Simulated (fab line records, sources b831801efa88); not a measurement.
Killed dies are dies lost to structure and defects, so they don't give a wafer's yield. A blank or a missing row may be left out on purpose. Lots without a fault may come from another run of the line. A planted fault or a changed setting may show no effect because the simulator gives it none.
Chamber matching | flow sky130 | SKY_CAPM_CVD_00 on pecvd-02: 3 sister chambers
The step deposits SiO2, target thk 15.5 nm. 3 wafers are shown with their chamber, then 10 later ones without.

WAFERS WITH THEIR CHAMBER
wafer  | chamber | heater_power_w (W)
L089.1 | 1       | 637
L091.3 | 2       | 872
L091.4 | 0       | 871

WAFERS WITHOUT THEIR CHAMBER
wafer  | heater_power_w (W)
L091.5 | 891
L093.1 | 862
L093.3 | 599
L093.6 | 617
L097.2 | 629
L097.3 | 881
L097.5 | 851
L096.1 | 826
L096.2 | 748
L096.6 | 644

WHICH CHAMBER EACH WENT THROUGH
wafer  | from the rows above          | in truth
L091.5 | can't be placed: 2 or 0      | 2
L093.1 | can't be placed: 0 or 2      | 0
L093.3 | 1                            | 1
L093.6 | 1                            | 1
L097.2 | 1                            | 1
L097.3 | can't be placed: 2 or 0      | 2
L097.5 | can't be placed: 0 or 2      | 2
L096.1 | can't be placed: 0 or 2      | 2
L096.2 | can't be placed: 1 or 0 or 2 | 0
L096.6 | 1                            | 1
Placed correctly: 4 of 10. Can't be placed from these rows: 6 (the true chamber is among the candidates in 6). Placed wrongly: 0.
How it was worked out, from the rows above alone: a wafer's distance from a chamber is the root of the sum, over the readings, of the square of ((its reading less the chamber's mean) divided by the reading's scatter). The wafer belongs to the nearest chamber; if the next one is less than 2 further off, it can't be placed. A chamber's mean is the mean of its shown wafers. The scatter: with one shown wafer a chamber, the root of the mean of the squares of how far each hidden wafer lies from its nearest shown one.
